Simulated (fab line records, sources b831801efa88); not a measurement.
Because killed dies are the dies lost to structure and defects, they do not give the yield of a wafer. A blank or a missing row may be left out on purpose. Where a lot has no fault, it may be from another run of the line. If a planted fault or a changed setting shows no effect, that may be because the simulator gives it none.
Which tool did it? + flow gf180mcu + 72 wafers from 24 lots sampled at 6 of the route's 602 steps

== WHAT THE GAUGES READ, wafer by wafer ==
GF_M4_CD_MEAS_14 targets a cd of 280 nm. Usual: 280.2 nm for cd_nm, sd 1.3.
| lot  | measured     | on        | cd_nm (nm)        | flag |
|------|--------------|-----------|-------------------|------|
| L074 | day 23 05:25 | cd_sem-02 | 278.3 276.3 277.5 |      |
| L075 | day 23 14:23 | cd_sem-02 | 279.1 280.6 280.3 |      |
| L076 | day 24 03:16 | cd_sem-02 | 280.2 280.5 280.5 |      |
| L077 | day 24 10:37 | cd_sem-02 | 278.8 278.6 278.7 |      |
| L078 | day 24 21:31 | cd_sem-01 | 281.3 280.7 280.7 |      |
| L079 | day 25 05:47 | cd_sem-02 | 277.6 278.5 277.4 |      |
| L080 | day 25 14:01 | cd_sem-01 | 279.8 280.2 279.7 |      |
| L081 | day 26 02:49 | cd_sem-01 | 282.7 282.4 282.0 |      |
| L082 | day 26 02:56 | cd_sem-02 | 281.0 280.4 280.7 |      |
| L083 | day 26 19:50 | cd_sem-01 | 279.7 281.4 279.4 |      |
| L084 | day 27 02:56 | cd_sem-01 | 281.3 280.5 280.6 |      |
| L085 | day 27 03:38 | cd_sem-02 | 281.5 280.9 280.8 |      |
| L086 | day 27 09:28 | cd_sem-01 | 279.5 278.3 279.5 |      |
| L087 | day 27 18:44 | cd_sem-01 | 279.0 279.2 279.0 |      |
| L088 | day 28 03:02 | cd_sem-01 | 279.0 279.8 279.7 |      |
| L089 | day 28 09:01 | cd_sem-02 | 278.4 277.9 280.3 |      |
| L090 | day 28 22:02 | cd_sem-02 | 280.2 278.8 279.5 |      |
| L091 | day 28 23:47 | cd_sem-01 | 281.4 282.4 280.9 |      |
| L092 | day 29 06:31 | cd_sem-01 | 281.4 282.2 282.2 |      |
| L093 | day 29 13:58 | cd_sem-02 | 279.2 279.3 279.4 |      |
| L094 | day 29 20:47 | cd_sem-02 | 280.8 280.5 281.4 |      |
| L095 | day 30 06:19 | cd_sem-02 | 281.0 279.6 281.6 |      |
| L096 | day 30 10:11 | cd_sem-02 | 279.8 280.6 280.5 |      |
| L097 | day 30 11:07 | cd_sem-02 | 282.1 282.1 281.8 |      |

GF_V4_THK_MEAS_25: measures by xrf. Usual: V4_W_THK typically reads 348 nm, with standard deviation 5.5.
| lot  | measured     | on            | V4_W_THK (nm) | flag |
|------|--------------|---------------|---------------|------|
| L074 | day 24 06:47 | film_metro-04 | 349 350 349   |      |
| L075 | day 24 14:40 | film_metro-02 | 352 352 353   |      |
| L076 | day 25 03:31 | film_metro-04 | 338 340 337   |      |
| L077 | day 25 09:24 | film_metro-02 | 352 356 345   |      |
| L078 | day 26 00:00 | film_metro-04 | 347 348 348   |      |
| L079 | day 26 05:22 | film_metro-03 | 347 343 343   |      |
| L080 | day 26 13:49 | film_metro-02 | 352 351 353   |      |
| L081 | day 27 01:39 | film_metro-03 | 343 349 346   |      |
| L082 | day 27 01:20 | film_metro-02 | 351 354 353   |      |
| L083 | day 27 17:57 | film_metro-02 | 355 356 356   |      |
| L084 | day 28 02:00 | film_metro-03 | 344 340 344   |      |
| L085 | day 28 02:55 | film_metro-04 | 347 344 341   |      |
| L086 | day 28 07:41 | film_metro-02 | 353 354 351   |      |
| L087 | day 28 16:52 | film_metro-04 | 348 351 349   |      |
| L088 | day 29 00:05 | film_metro-04 | 339 348 338   |      |
| L089 | day 29 07:08 | film_metro-03 | 349 347 353   |      |
| L090 | day 29 19:32 | film_metro-04 | 341 341 339   |      |
| L091 | day 29 21:32 | film_metro-03 | 350 355 355   |      |
| L092 | day 30 03:38 | film_metro-04 | 344 348 340   |      |
| L093 | day 30 11:06 | film_metro-04 | 339 344 340   |      |
| L094 | day 30 17:22 | film_metro-04 | 347 345 352   |      |
| L095 | day 31 03:58 | film_metro-03 | 347 351 347   |      |
| L096 | day 31 06:22 | film_metro-02 | 353 360 357   |      |
| L097 | day 31 08:04 | film_metro-03 | 356 356 349   |      |

== WHICH TOOL RAN EACH LOT (tool, then ch and the chambers of the sampled wafers, then the start) ==
| lot  | GF_V1_STRIP_18                       | GF_M2_STRIP_17                       | GF_V2_CVD_23                  | GF_V4_SPUTTER_22             |
|------|--------------------------------------|--------------------------------------|-------------------------------|------------------------------|
| L074 | plasma_asher-03 ch 0,1, day 18 00:04 | plasma_asher-02 ch 0,1, day 19 01:29 | cvd_w-01 ch 0, day 20 03:44   | pvd_sputter-02, day 24 06:31 |
| L075 | plasma_asher-01 ch 0,1, day 18 08:37 | plasma_asher-04 ch 0,1, day 19 10:35 | cvd_w-01 ch 0,1, day 20 13:02 | pvd_sputter-01, day 24 14:24 |
| L076 | plasma_asher-03 ch 0,1, day 18 23:10 | plasma_asher-03 ch 1, day 20 00:55   | cvd_w-02 ch 0,1, day 21 02:41 | pvd_sputter-04, day 25 03:14 |
| L077 | plasma_asher-03 ch 0,1, day 19 05:28 | plasma_asher-03 ch 0,1, day 20 07:38 | cvd_w-02 ch 0,1, day 21 10:26 | pvd_sputter-04, day 25 09:08 |
| L078 | plasma_asher-03 ch 0,1, day 19 18:31 | plasma_asher-04 ch 0,1, day 20 20:40 | cvd_w-01 ch 0,1, day 21 23:05 | pvd_sputter-04, day 25 23:37 |
| L079 | plasma_asher-04 ch 0, day 20 02:36   | plasma_asher-03 ch 1, day 21 04:08   | cvd_w-01 ch 0,1, day 22 05:51 | pvd_sputter-02, day 26 05:05 |
| L080 | plasma_asher-03 ch 0,1, day 20 13:54 | plasma_asher-04 ch 0,1, day 21 15:02 | cvd_w-01 ch 0,1, day 22 16:32 | pvd_sputter-01, day 26 13:32 |
| L081 | plasma_asher-04 ch 0,1, day 21 03:08 | plasma_asher-02 ch 0,1, day 22 03:52 | cvd_w-01 ch 0,1, day 23 04:54 | pvd_sputter-02, day 27 01:22 |
| L082 | plasma_asher-01 ch 0,1, day 21 03:28 | plasma_asher-03 ch 0,1, day 22 04:11 | cvd_w-02 ch 0,1, day 23 05:07 | pvd_sputter-01, day 27 01:03 |
| L083 | plasma_asher-01 ch 0,1, day 21 20:21 | plasma_asher-02 ch 0,1, day 22 21:17 | cvd_w-02 ch 0,1, day 23 21:53 | pvd_sputter-04, day 27 17:40 |
| L084 | plasma_asher-01 ch 0,1, day 22 04:51 | plasma_asher-02 ch 0,1, day 23 05:25 | cvd_w-01 ch 0,1, day 24 06:09 | pvd_sputter-01, day 28 01:43 |
| L085 | plasma_asher-03 ch 0,1, day 22 06:27 | plasma_asher-02 ch 0,1, day 23 06:44 | cvd_w-02 ch 0,1, day 24 07:37 | pvd_sputter-01, day 28 02:39 |
| L086 | plasma_asher-04 ch 0,1, day 22 15:13 | plasma_asher-04 ch 0,1, day 23 15:29 | cvd_w-02 ch 0,1, day 24 15:39 | pvd_sputter-04, day 28 07:25 |
| L087 | plasma_asher-01 ch 0,1, day 22 22:56 | plasma_asher-04 ch 0,1, day 23 22:22 | cvd_w-01 ch 0,1, day 24 22:23 | pvd_sputter-04, day 28 16:34 |
| L088 | plasma_asher-04 ch 0,1, day 23 11:40 | plasma_asher-02 ch 0,1, day 24 10:58 | cvd_w-02 ch 0,1, day 25 09:33 | pvd_sputter-04, day 28 23:49 |
| L089 | plasma_asher-04 ch 0,1, day 23 16:45 | plasma_asher-04 ch 0,1, day 24 16:34 | cvd_w-02 ch 1, day 25 16:37   | pvd_sputter-02, day 29 06:52 |
| L090 | plasma_asher-01 ch 0,1, day 24 08:02 | plasma_asher-04 ch 0,1, day 25 07:01 | cvd_w-02 ch 0,1, day 26 07:08 | pvd_sputter-02, day 29 19:14 |
| L091 | plasma_asher-01 ch 0,1, day 24 10:34 | plasma_asher-03 ch 0,1, day 25 08:43 | cvd_w-01 ch 0,1, day 26 08:20 | pvd_sputter-02, day 29 21:16 |
| L092 | plasma_asher-01 ch 0,1, day 24 15:39 | plasma_asher-03 ch 0, day 25 14:28   | cvd_w-01 ch 0,1, day 26 13:47 | pvd_sputter-04, day 30 03:22 |
| L093 | plasma_asher-03 ch 0,1, day 25 01:29 | plasma_asher-03 ch 0,1, day 26 00:38 | cvd_w-01 ch 0,1, day 26 23:35 | pvd_sputter-02, day 30 10:42 |
| L094 | plasma_asher-04 ch 0,1, day 25 09:47 | plasma_asher-03 ch 0,1, day 26 09:16 | cvd_w-02 ch 0,1, day 27 07:14 | pvd_sputter-01, day 30 16:57 |
| L095 | plasma_asher-04 ch 0,1, day 25 22:01 | plasma_asher-03 ch 0, day 26 20:04   | cvd_w-02 ch 0, day 27 18:04   | pvd_sputter-04, day 31 03:42 |
| L096 | plasma_asher-03 ch 0,1, day 25 23:34 | plasma_asher-04 ch 0,1, day 26 22:13 | cvd_w-01 ch 0, day 27 20:53   | pvd_sputter-02, day 31 06:05 |
| L097 | plasma_asher-03 ch 0,1, day 26 03:25 | plasma_asher-04 ch 0,1, day 27 01:12 | cvd_w-02 ch 0,1, day 27 22:53 | pvd_sputter-01, day 31 07:47 |
- GF_V1_STRIP_18: strips in O2/N2.
- GF_M2_STRIP_17: strips in O2/N2.
- GF_V2_CVD_23: deposits W, target thk 350 nm, time 104.94 s.
- GF_V4_SPUTTER_22: material TiN, target thk 10 nm, time 40 s.

== AS READ BY THE TOOLS THEMSELVES (means over the sampled wafers that have a number; for cases with no such wafer, the mark the record gives instead) ==
GF_V1_STRIP_18. Usual: drypump_motor_current_A 5.4 A, standard deviation 0.64; heater_power_w 330 W, standard deviation 25; oes_product_au 0.592 a.u., standard deviation 0.0049; platen_temp_c 250.02 C, standard deviation 0.18.
| lot  | tool            | drypump_motor_current_A (A) | heater_power_w (W) | oes_product_au (a.u.) | platen_temp_c (C) | flag |
|------|-----------------|-----------------------------|--------------------|-----------------------|-------------------|------|
| L074 | plasma_asher-03 | 4.9                         | 297                | 0.590                 | 249.83            |      |
| L075 | plasma_asher-01 | 6.0                         | 358                | 0.588                 | 250.15            |      |
| L076 | plasma_asher-03 | 4.9                         | 301                | 0.591                 | 250.18            |      |
| L077 | plasma_asher-03 | 5.0                         | 307                | 0.591                 | 250.10            |      |
| L078 | plasma_asher-03 | 4.9                         | 305                | 0.592                 | 249.88            |      |
| L079 | plasma_asher-04 | 5.3                         | 337                | 0.592                 | 250.06            |      |
| L080 | plasma_asher-03 | 5.0                         | 310                | 0.592                 | 250.14            |      |
| L081 | plasma_asher-04 | 5.3                         | 340                | 0.592                 | 249.92            |      |
| L082 | plasma_asher-01 | 6.4                         | 340                | 0.588                 | 249.95            |      |
| L083 | plasma_asher-01 | 6.0                         | 359                | 0.592                 | 249.91            |      |
| L084 | plasma_asher-01 | 6.0                         | 363                | 0.590                 | 250.08            |      |
| L085 | plasma_asher-03 | 5.0                         | 302                | 0.592                 | 250.08            |      |
| L086 | plasma_asher-04 | 5.2                         | 335                | 0.591                 | 250.01            |      |
| L087 | plasma_asher-01 | 6.0                         | 357                | 0.595                 | 250.03            |      |
| L088 | plasma_asher-04 | 5.2                         | 341                | 0.591                 | 250.02            |      |
| L089 | plasma_asher-04 | 5.2                         | 343                | 0.589                 | 249.98            |      |
| L090 | plasma_asher-01 | 6.0                         | 361                | 0.592                 | 250.07            |      |
| L091 | plasma_asher-01 | 6.4                         | 344                | 0.589                 | 250.01            |      |
| L092 | plasma_asher-01 | 6.0                         | 356                | 0.591                 | 250.19            |      |
| L093 | plasma_asher-03 | 5.0                         | 306                | 0.593                 | 250.01            |      |
| L094 | plasma_asher-04 | 5.2                         | 341                | 0.590                 | 249.99            |      |
| L095 | plasma_asher-04 | 5.2                         | 344                | 0.591                 | 249.87            |      |
| L096 | plasma_asher-03 | 4.9                         | 302                | 0.592                 | 250.10            |      |
| L097 | plasma_asher-03 | 4.9                         | 303                | 0.599                 | 249.96            |      |

GF_M2_STRIP_17. Usual: drypump_motor_current_A 5.3 A, standard deviation 0.5; heater_power_w 327 W, standard deviation 23; oes_product_au 0.557 a.u., standard deviation 0.0045; platen_temp_c 250.00 C, standard deviation 0.19; strip_time_to_endpoint_s 7.86 s, standard deviation 0.035.
| lot  | tool            | drypump_motor_current_A (A) | heater_power_w (W) | oes_product_au (a.u.) | platen_temp_c (C) | strip_time_to_endpoint_s (s) | flag |
|------|-----------------|-----------------------------|--------------------|-----------------------|-------------------|------------------------------|------|
| L074 | plasma_asher-02 | 6.2                         | 355                | 0.557                 | 249.94            | 7.84                         |      |
| L075 | plasma_asher-04 | 5.2                         | 342                | 0.556                 | 249.99            | 7.88                         |      |
| L076 | plasma_asher-03 | 4.9                         | 307                | 0.557                 | 250.31            | 7.86                         |      |
| L077 | plasma_asher-03 | 4.9                         | 304                | 0.558                 | 250.04            | 7.87                         |      |
| L078 | plasma_asher-04 | 5.3                         | 336                | 0.561                 | 249.95            | 7.87                         |      |
| L079 | plasma_asher-03 | 5.0                         | 304                | 0.559                 | 250.19            | 7.84                         |      |
| L080 | plasma_asher-04 | 5.2                         | 343                | 0.557                 | 249.98            | 7.82                         |      |
| L081 | plasma_asher-02 | 6.1                         | 337                | 0.555                 | 249.86            | 7.82                         |      |
| L082 | plasma_asher-03 | 4.9                         | 301                | 0.557                 | 249.91            | 7.87                         |      |
| L083 | plasma_asher-02 | 6.2                         | 349                | 0.554                 | 249.95            | 7.83                         |      |
| L084 | plasma_asher-02 | 6.2                         | 355                | 0.555                 | 249.94            | 7.84                         |      |
| L085 | plasma_asher-02 | 6.1                         | 336                | 0.558                 | 249.96            | 7.88                         |      |
| L086 | plasma_asher-04 | 5.2                         | 339                | 0.556                 | 249.93            | 7.85                         |      |
| L087 | plasma_asher-04 | 5.2                         | 341                | 0.560                 | 250.09            | 7.93                         |      |
| L088 | plasma_asher-02 | 6.1                         | 335                | 0.554                 | 250.03            | 7.81                         |      |
| L089 | plasma_asher-04 | 5.3                         | 332                | 0.555                 | 250.12            | 7.84                         |      |
| L090 | plasma_asher-04 | 5.2                         | 341                | 0.558                 | 249.94            | 7.86                         |      |
| L091 | plasma_asher-03 | 4.9                         | 299                | 0.560                 | 250.00            | 7.82                         |      |
| L092 | plasma_asher-03 | 4.9                         | 303                | 0.560                 | 249.89            | 7.91                         |      |
| L093 | plasma_asher-03 | 4.9                         | 304                | 0.555                 | 250.00            | 7.85                         |      |
| L094 | plasma_asher-03 | 4.9                         | 303                | 0.560                 | 249.93            | 7.88                         |      |
| L095 | plasma_asher-03 | 4.9                         | 304                | 0.559                 | 249.95            | 7.93                         |      |
| L096 | plasma_asher-04 | 5.2                         | 340                | 0.561                 | 250.32            | 7.87                         |      |
| L097 | plasma_asher-04 | 5.3                         | 339                | 0.557                 | 250.07            | 7.86                         |      |

GF_V2_CVD_23. Usual: 969 W for heater_power_w, sd 55.
| lot  | tool     | heater_power_w (W) | flag |
|------|----------|--------------------|------|
| L074 | cvd_w-01 | 978                |      |
| L075 | cvd_w-01 | 911                |      |
| L076 | cvd_w-02 | 1006               |      |
| L077 | cvd_w-02 | 990                |      |
| L078 | cvd_w-01 | 921                |      |
| L079 | cvd_w-01 | 914                |      |
| L080 | cvd_w-01 | 946                |      |
| L081 | cvd_w-01 | 911                |      |
| L082 | cvd_w-02 | 1009               |      |
| L083 | cvd_w-02 | 1022               |      |
| L084 | cvd_w-01 | 920                |      |
| L085 | cvd_w-02 | 976                |      |
| L086 | cvd_w-02 | 1019               |      |
| L087 | cvd_w-01 | 943                |      |
| L088 | cvd_w-02 | 988                |      |
| L089 | cvd_w-02 | 959                |      |
| L090 | cvd_w-02 | 968                |      |
| L091 | cvd_w-01 | 907                |      |
| L092 | cvd_w-01 | 934                |      |
| L093 | cvd_w-01 | 938                |      |
| L094 | cvd_w-02 | 989                |      |
| L095 | cvd_w-02 | 1049               |      |
| L096 | cvd_w-01 | 971                |      |
| L097 | cvd_w-02 | 1017               |      |

GF_V4_SPUTTER_22. Usual: 29.8 % for throttle_valve_pct, sd 0.76.
| lot  | tool           | throttle_valve_pct (%) | flag |
|------|----------------|------------------------|------|
| L074 | pvd_sputter-02 | 29.5                   |      |
| L075 | pvd_sputter-01 | 30.0                   |      |
| L076 | pvd_sputter-04 | 30.8                   |      |
| L077 | pvd_sputter-04 | 29.4                   |      |
| L078 | pvd_sputter-04 | 30.9                   |      |
| L079 | pvd_sputter-02 | 30.0                   |      |
| L080 | pvd_sputter-01 | 30.0                   |      |
| L081 | pvd_sputter-02 | 29.8                   |      |
| L082 | pvd_sputter-01 | 30.2                   |      |
| L083 | pvd_sputter-04 | 29.4                   |      |
| L084 | pvd_sputter-01 | 29.7                   |      |
| L085 | pvd_sputter-01 | 29.6                   |      |
| L086 | pvd_sputter-04 | 29.2                   |      |
| L087 | pvd_sputter-04 | 29.4                   |      |
| L088 | pvd_sputter-04 | 29.6                   |      |
| L089 | pvd_sputter-02 | 29.2                   |      |
| L090 | pvd_sputter-02 | 29.6                   |      |
| L091 | pvd_sputter-02 | 30.1                   |      |
| L092 | pvd_sputter-04 | 30.1                   |      |
| L093 | pvd_sputter-02 | 29.7                   |      |
| L094 | pvd_sputter-01 | 29.9                   |      |
| L095 | pvd_sputter-04 | 30.1                   |      |
| L096 | pvd_sputter-02 | 30.0                   |      |
| L097 | pvd_sputter-01 | 29.9                   |      |

== THE ANSWER, worked out from the rows above alone ==
Rule: a lot counts as off when the mean over its wafers that have a number is more than 3 standard deviations away from the usual mean. Also off: a lot with no number at a reading for which 4 or more lots have one. Where the step has rows for the other lots, those lots are counted as sound. First the gauges in route order, then the tools' own readings, where a lot's mean is used as printed above. At the first step where some lot is off, the reading lying furthest off is the one used; lots without a number count as furthest.
No lot is off on any of the readings shown, so nothing can be concluded from this.

== WHAT WAS PUT IN BY THE SIMULATOR ==
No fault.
